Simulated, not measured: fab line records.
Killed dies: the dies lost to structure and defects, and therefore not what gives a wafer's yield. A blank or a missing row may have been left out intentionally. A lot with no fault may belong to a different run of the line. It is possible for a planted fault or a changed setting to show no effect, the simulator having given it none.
Comparing a struck lot with a sound one ; flow gf180mcu ; 20 steps out of a route of 602
Sound: the wafers L958.2, L958.3, L958.5. Wafers struck: L973.1, L973.6. The cause comes at the end.
Per side, at each step with rows, come the tool, then ch with its chambers, and then its first start. Under that, the readings that differ: sound wafers ; struck wafers ; difference of the means ; sigmas: that difference in standard deviations of wafers without a fault.
alike: same words and numbers on both sides, and readings whose means sit less than 2 such deviations apart. not compared: any withheld reading, any reading some wafer has no value for, any bound like >300 that may hide the same value, and any number with overlapping values for which the record gives no deviation.
The two part at a step that has a row with sigmas, a row that says differs or no value, or rows on one side only. Numbers that have no deviation but don't overlap get no sigmas and don't part them. A reading that every wafer of one side lacks parts them only if that side has two wafers or more.

first, 4 steps without rows for these wafers: GF_MIM_SOFTBAKE_15 (time 60 s); GF_MIM_EXPOSE_16 (exposes mask FuseTop, target cd 2000 nm); GF_MIM_PEB_17; GF_MIM_DEVELOP_18 (develop time 60 s).
GF_MIM_METAL_ETCH_19: etches the open film in Cl2/BCl3, stops on Si3N4, target depth 324.5 nm, time 54.1 s.
  sound on rieMetal-03 ch 0,1, day 26 15:37; struck on rieMetal-03 ch 0,1, day 31 02:01
  alike: drypumpMotorCurrentA, oesProductAu, throttleValvePct
  not compared: rfHoursCounterH
GF_MIM_STRIP_20: strips in O2/N2.
  sound on plasmaAsher-03 ch 0,1, day 26 15:41; struck on plasmaAsher-03 ch 1, day 31 02:05
  alike: drypumpMotorCurrentA, heaterPowerW, oesProductAu, stripTimeToEndpointS
  not compared: rfHoursCounterH
then, 6 steps without rows for these wafers: GF_MIM_STRIP_21 (strips in post etch residue remover, time 1200 s); GF_MIM_CLEAN_22 (cleans in DIW); GF_M5_DEHYDRATE_00 (time 60 s); GF_M5_HMDS_01 (prime time 60 s); GF_M5_COAT_02 (resist thk 1000 nm); GF_M5_SOFTBAKE_03 (time 60 s).
GF_M5_EXPOSE_04: exposes mask Metal5, target cd 280 nm.
  sound on krfScanner-02 ch 0, day 27 01:35; struck on krfScanner-01 ch 0, day 31 11:25
  alike: mask, exposureDoseMJCm2
then, 2 steps without rows for these wafers: GF_M5_PEB_05 (peb time 90 s); GF_M5_DEVELOP_06 (develop time 60 s).
GF_M5_CD_MEAS_07: the cd target is 280 nm.
  struck on cdSem-01, day 31 20:17; sound on cdSem-02, day 27 11:45
reading;sound;struck;difference;sigmas
cdNm (nm);279.0 280.0 280.9;196.7 196.8;-83.2;-84
  not compared: hold
GF_M5_OVL_MEAS_08:
  struck on overlay-01, day 31 22:56; sound on overlay-01, day 27 11:51
reading;sound;struck;difference;sigmas
hold;- - -;awaitDispo/2.5h/release awaitDispo/2.5h/release;no value on the sound wafers;
  alike: M5_OVL
GF_M5_ETCH_09: etches Si3N4 in CF4/O2, target depth 52 nm, time 11.6 s.
  sound on rieDiel-04 ch 0,2,3, day 27 11:53; struck on rieDiel-04 ch 2,3, day 31 23:05
reading;sound;struck;difference;sigmas
model.M5.cdNm (nm);279.8 280 280.8;196.5 196.7;-83.6;
  alike: drypumpMotorCurrentA, oesProductAu, throttleValvePct
  not compared: rfHoursCounterH
GF_M5_METAL_ETCH_10: etches the open film in Cl2/BCl3, stops on SiO2, target depth 627.5 nm, time 104.6 s.
  sound on rieMetal-02 ch 1, day 27 11:56; struck on rieMetal-04 ch 0, day 31 23:07
reading;sound;struck;difference;sigmas
model.M5.cdNm (nm);285.1 282.7 285.2;202.4 201.2;-82.5;
  alike: drypumpMotorCurrentA, oesProductAu, throttleValvePct
  not compared: rfHoursCounterH
GF_M5_STRIP_11: strips in O2/N2.
  sound on plasmaAsher-03 ch 0,1, day 27 12:08; struck on plasmaAsher-01 ch 1, day 31 23:13
  alike: drypumpMotorCurrentA, heaterPowerW, oesProductAu, stripTimeToEndpointS
  not compared: rfHoursCounterH

== WHERE THEY PART ==
At GF_M5_CD_MEAS_07 first; at GF_M5_OVL_MEAS_08 last (within this record only). Later steps at which nothing parts them and some readings are alike: GF_M5_ETCH_09, GF_M5_METAL_ETCH_10, GF_M5_STRIP_11.

WHY: what the simulator had put in
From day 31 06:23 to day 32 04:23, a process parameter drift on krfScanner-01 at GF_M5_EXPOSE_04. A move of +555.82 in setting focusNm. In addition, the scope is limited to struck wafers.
